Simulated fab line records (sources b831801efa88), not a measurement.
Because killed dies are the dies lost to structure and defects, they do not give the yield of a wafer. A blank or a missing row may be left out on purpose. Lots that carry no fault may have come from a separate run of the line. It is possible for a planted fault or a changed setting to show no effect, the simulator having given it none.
8D (eight disciplines) problem report, filled in by code :: flow sky130 :: the parts of the form that need people (team, actions taken, sign-off) are left out

1. THE ISSUE
Mean of beam_energy_keV at SKY_GATE_OXIDE_IMPLANT_11: 10.915 across 9 wafers in 3 lots; on wafers with no fault it is 10.000 (standard deviation 0.003). That is +99 or more standard deviations from the usual mean.
Seen first at day 18 15:43 on implanter-04, wafer L788.1. Wafers with a number at this step in the record: 21, from 7 lots. By rule, "out" or "out of limits" means more than 4 standard deviations away from the usual mean. Any other wafer with a number is counted as sound.

2. WHAT IT IS; WHAT IT IS NOT
question: which readings at this step
is: beam_energy_keV
is not: beam_on_s

question: which lots
is: L788, L789, L792
is not: L776, L778, L791, L798

question: which wafers of those lots
is: all that have a number
is not: -

question: read on which tools
is: implanter-04
is not: implanter-01, implanter-03

question: when
is: from day 18 15:43
is not: up to then (6 sound wafers); but 6 sound wafers of L791, L798 came after

3. WHAT RULES OUT EACH SUSPECT
Counting: a tool stays on the suspect list if, at a process step up to the reading, it processed all lots that are out and no sound lot following the first of them.
- implanter-04 at SKY_GATE_OXIDE_IMPLANT_11: kept. It ran every lot that is out, first L788 (day 18 15:43), and no sound lot after that; its last sound lot up to then is L776 (day 14 08:48). Its own readings are out on those wafers: beam_energy_keV.
Remaining after the count: implanter-04 at SKY_GATE_OXIDE_IMPLANT_11.

4. THE CAUSE (what the simulator had put in)
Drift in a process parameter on implanter-04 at SKY_GATE_OXIDE_IMPLANT_11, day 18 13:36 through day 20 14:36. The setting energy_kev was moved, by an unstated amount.
After counting, this tool was the only one left.

5. SEQUENCE OF EFFECTS, ordered by route
Each row: a reading whose mean over the struck wafers that have a number lies more than 3 standard deviations from the usual. Readings are gone through only where the record gives a usual standard deviation; hours: the median, over the lots, of the time from a lot's start at the first step in this table giving one to that lot's start at this step; sigmas: the change measured in usual standard deviations.
hours: 0
step: SKY_GATE_OXIDE_IMPLANT_11
reading: beam_energy_keV
usual: 10.000
on struck wafers: 10.915
change: +0.915
sigmas: +99 or more
It contains these process steps:
- SKY_GATE_OXIDE_IMPLANT_11

6. WHAT WOULD HAVE CAUGHT IT SOONER
In this record no reading fell out of limits until day 18 15:43, 2 hours after the fault had begun at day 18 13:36.
